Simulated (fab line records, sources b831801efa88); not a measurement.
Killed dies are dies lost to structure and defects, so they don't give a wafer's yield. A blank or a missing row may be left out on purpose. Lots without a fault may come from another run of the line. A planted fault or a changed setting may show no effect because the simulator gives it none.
Problem report in the 8D (eight disciplines) form, filled by code | flow sfq_line | the parts of the form that need people (team, actions taken, sign-off) are left out

1. THE PROBLEM
R5_MONX_RS at SFQ_R5_RS_MEAS_933 reads a mean of 4.20 ohm/sq on 6 wafers of 2 lots; wafers without a fault read 7.03 ohm/sq with a standard deviation of 0.079. That is -36 standard deviations from the usual mean.
The step: measures by four-point-probe.
First seen on wafer L293.2, day 60 23:55, on film_metro-02. The record holds 42 wafers of 14 lots with a number at this step. Rule for "out", or "out of limits": more than 4 standard deviations from the usual mean. The other wafers with a number count as sound.

2. WHAT IT IS AND WHAT IT IS NOT
question                    | is                     | is not
which readings at this step | R5_MONX_RS             | -
which lots                  | L293, L294             | L273, L275, L276, L277, L278, L279, L280, L282, L283, L285, L295, L296
which wafers of those lots  | all that have a number | -
read on which gauges        | film_metro-02          | film_metro-01, film_metro-04
when                        | from day 60 23:55      | up to then (30 sound wafers); but 6 sound wafers of L295, L296 came after

3. SUSPECTS, AND WHAT RULES EACH OUT
Counting: a tool at a process step up to the reading stays a suspect if it ran every lot that is out and no sound lot after the first of them.
- the gauge at SFQ_R5_RS_MEAS_933: kept. All the wafers that are out were read on film_metro-02, and no step on other tools shows them out.
- rie_metal-03 at SFQ_TRILAYER_JJ_CE_BARC_OPEN_RIE_150 (chemistry O2, target BARC, target depth 240 nm, time 80 s): ruled out as a lasting fault. Sound lots L295 ran on it after its first lot that is out, L293 (day 60 06:34).
- film_metro-01 at SFQ_TRILAYER_A5B_METRO_MEASURE_131: kept. It ran every lot that is out, first L293 (day 60 22:48), and no sound lot after that; its last sound lot up to then is L282 (day 58 00:46).
- pvd_sputter-06 at SFQ_TRILAYER_R5_DEP_SPUTTER_133 (material MoNx, target thk 40 nm, time 66.7 s): kept. It ran every lot that is out, first L293 (day 60 23:49), and no sound lot after that; its last sound lot up to then is L285 (day 59 12:22).
Left after counting: film_metro-01 at SFQ_TRILAYER_A5B_METRO_MEASURE_131, pvd_sputter-06 at SFQ_TRILAYER_R5_DEP_SPUTTER_133, film_metro-02 at SFQ_R5_RS_MEAS_933.

4. THE CAUSE (what the simulator had put in)
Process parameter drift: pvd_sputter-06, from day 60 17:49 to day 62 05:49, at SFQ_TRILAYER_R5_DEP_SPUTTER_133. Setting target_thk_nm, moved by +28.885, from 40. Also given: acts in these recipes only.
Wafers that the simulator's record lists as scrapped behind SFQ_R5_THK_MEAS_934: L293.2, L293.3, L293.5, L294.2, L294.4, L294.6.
Counting left 3 suspects, and this tool is among them.

5. THE CHAIN OF EFFECTS, in route order
Each row: a reading whose mean over the struck wafers that have a number lies more than 3 standard deviations from the usual. Only readings for which the record gives a usual standard deviation are gone through. hours: the time from each lot's start at the first step in this table that gives one to its start at this step, as a median over the lots. sigmas: the change in usual standard deviations.
hours | step                | reading     | usual       | on struck wafers | change | sigmas
0     | SFQ_R5_RS_MEAS_933  | R5_MONX_RS  | 7.03 ohm/sq | 4.20             | -2.83  | -36
3     | SFQ_R5_THK_MEAS_934 | R5_MONX_THK | 39.6 nm     | 68.0             | +28.4  | +60

6. WHAT WOULD HAVE CAUGHT IT SOONER
In this record the first reading out of limits at a measuring or inspecting step was taken at day 60 23:55, 6 hours after the fault began at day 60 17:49.
Of the tool readings at SFQ_TRILAYER_R5_DEP_SPUTTER_133 for which the record gives a usual standard deviation, none was out on any struck wafer, so an alarm limit of 4 standard deviations on them would not have fired.
Of the lots that are out (2), L294 began SFQ_TRILAYER_R5_DEP_SPUTTER_133 on pvd_sputter-06 after day 60 23:55. A hold on the tool at that time would have spared it.
